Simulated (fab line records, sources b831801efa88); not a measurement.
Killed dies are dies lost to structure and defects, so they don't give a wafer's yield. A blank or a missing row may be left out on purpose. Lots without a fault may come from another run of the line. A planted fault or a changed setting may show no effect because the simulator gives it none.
Which tool did it? | flow gf180mcu | 6 lots, 18 wafers sampled, at 3 steps of a route of 602

WHAT THE GAUGES READ, wafer by wafer
GF_CONTACT_RS_MEAS_25: measures by four-point-probe.
lot  | measured     | on            | CONTACT_W_RS (ohm/sq)
L230 | day 16 14:02 | film_metro-03 | 0.389 0.389 0.391
L234 | day 18 06:22 | film_metro-02 | 0.376 0.383 0.381
L237 | day 19 16:01 | film_metro-02 | 0.394 0.384 0.388
L239 | day 20 05:52 | film_metro-04 | 0.380 0.382 0.387
L243 | day 21 18:28 | film_metro-03 | 0.387 0.392 0.390 0.388 0.393 0.390
L250 | day 23 14:48 | film_metro-03 | 0.383 0.387 0.385

WHICH TOOL RAN EACH LOT (tool, then ch and the chambers of the sampled wafers, then the start)
lot  | GF_CONTACT_SPUTTER_22        | GF_CONTACT_SPUTTER_23
L230 | pvd_sputter-02, day 16 13:46 | pvd_sputter-02, day 16 13:50
L234 | pvd_sputter-04, day 18 06:10 | pvd_sputter-04, day 18 06:14
L237 | pvd_sputter-04, day 19 15:47 | pvd_sputter-04, day 19 15:52
L239 | pvd_sputter-04, day 20 05:40 | pvd_sputter-04, day 20 05:43
L243 | pvd_sputter-04, day 21 18:10 | pvd_sputter-04, day 21 18:14
L250 | pvd_sputter-01, day 23 14:36 | pvd_sputter-01, day 23 14:40
- GF_CONTACT_SPUTTER_22: material Ti, target thk 15 nm, time 80.02 s.
- GF_CONTACT_SPUTTER_23: material TiN, target thk 10 nm, time 40 s.

THE ANSWER, worked out from the rows above alone
Rule: what is usual is taken from the lots themselves. Put in order of their means at a reading, lots are off if they are a third of the lots or fewer, leave a main group of 4 or more, and stand apart from it by a gap of 3 or more times the standard deviation of the main group's means; of several such gaps the widest counts. A main group whose means are all the same, to the digits that the tables above print for the reading, isn't used. A lot without any number at a reading at which 4 lots or more have one is off too. The other lots that the step has rows for count as sound.
No lot is off at any reading shown: from this, nothing can be told.

WHAT THE SIMULATOR HAD PUT IN
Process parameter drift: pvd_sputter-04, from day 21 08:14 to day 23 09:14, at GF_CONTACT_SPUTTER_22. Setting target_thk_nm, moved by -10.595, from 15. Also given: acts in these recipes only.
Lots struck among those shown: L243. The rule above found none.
